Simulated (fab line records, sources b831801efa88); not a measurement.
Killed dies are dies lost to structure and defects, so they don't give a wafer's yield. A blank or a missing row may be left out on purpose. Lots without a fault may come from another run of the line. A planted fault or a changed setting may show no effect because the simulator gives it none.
Chamber matching | flow sky130 | SKY_POLY_GATE_ETCH_15 on rie_diel-04: 4 sister chambers
The step etches BARC in N2/H2, stops on SiO2, time 118.5 s, target depth 110 nm. 20 wafers are shown with their chamber, then 10 later ones without.

WAFERS WITH THEIR CHAMBER
wafer  | chamber | drypump_motor_current_A (A) | oes_product_au (a.u.) | throttle_valve_pct (%)
L074.1 | 2       | 5.4                         | 0.708                 | 13.211
L074.3 | 3       | 5.3                         | 0.715                 | 13.221
L074.4 | 0       | 5.3                         | 0.712                 | 13.231
L075.1 | 2       | 5.4                         | 0.712                 | 13.199
L075.2 | 0       | 5.2                         | 0.718                 | 13.224
L075.5 | 2       | 5.4                         | 0.714                 | 13.222
L077.1 | 0       | 5.3                         | 0.724                 | 13.221
L077.3 | 2       | 5.4                         | 0.715                 | 13.215
L077.5 | 3       | 5.3                         | 0.718                 | 13.211
L080.3 | 1       | 5.1                         | 0.714                 | 13.219
L080.4 | 0       | 5.2                         | 0.709                 | 13.201
L080.5 | 3       | 5.3                         | 0.723                 | 13.225
L081.1 | 3       | 5.3                         | 0.716                 | 13.221
L081.2 | 2       | 5.4                         | 0.709                 | 13.211
L081.5 | 2       | 5.4                         | 0.708                 | 13.204
L083.3 | 2       | 5.4                         | 0.717                 | 13.211
L083.5 | 0       | 5.2                         | 0.724                 | 13.200
L083.6 | 2       | 5.4                         | 0.718                 | 13.209
L084.1 | 2       | 5.4                         | 0.716                 | 13.213
L084.2 | 3       | 5.3                         | 0.726                 | 13.223

SIGNATURES (means of the wafers above)
reading                 | chamber 0 | chamber 1 | chamber 2 | chamber 3 | scatter within a chamber
drypump_motor_current_A | 5.240     | 5.100     | 5.400     | 5.300     | 0.0274
oes_product_au          | 0.71740   | 0.71400   | 0.71300   | 0.71960   | 0.00499
throttle_valve_pct      | 13.21540  | 13.21900  | 13.21056  | 13.22020  | 0.00883
Rule: a wafer's distance from a chamber is the root of the sum, over the readings, of the square of ((its reading less the chamber's mean) divided by the reading's scatter). The wafer belongs to the nearest chamber; if the next one is less than 2 further off, it can't be placed. The scatter: the root of (the sum of the squares of (reading less its chamber's mean) over the shown wafers, divided by (wafers less chambers)).

WAFERS WITHOUT THEIR CHAMBER
wafer  | drypump_motor_current_A (A) | oes_product_au (a.u.) | throttle_valve_pct (%)
L084.6 | 5.3                         | 0.716                 | 13.216
L089.1 | 5.1                         | 0.719                 | 13.207
L089.3 | 5.2                         | 0.714                 | 13.221
L089.6 | 5.1                         | 0.717                 | 13.210
L092.2 | 5.2                         | 0.722                 | 13.203
L092.3 | 5.2                         | 0.714                 | 13.220
L092.4 | 5.4                         | 0.713                 | 13.221
L097.3 | 5.1                         | 0.722                 | 13.209
L097.4 | 5.3                         | 0.730                 | 13.223
L097.5 | 5.3                         | 0.726                 | 13.201

WHICH CHAMBER EACH WENT THROUGH
wafer  | from the rows above     | in truth
L084.6 | can't be placed: 3 or 0 | 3
L089.1 | 1                       | 1
L089.3 | can't be placed: 0 or 1 | 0
L089.6 | 1                       | 1
L092.2 | can't be placed: 0 or 3 | 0
L092.3 | can't be placed: 0 or 1 | 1
L092.4 | 2                       | 2
L097.3 | 1                       | 1
L097.4 | can't be placed: 3 or 0 | 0
L097.5 | can't be placed: 3 or 0 | 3
Placed correctly: 4 of 10. Can't be placed from these rows: 6 (the true chamber is among the candidates in 6). Placed wrongly: 0.
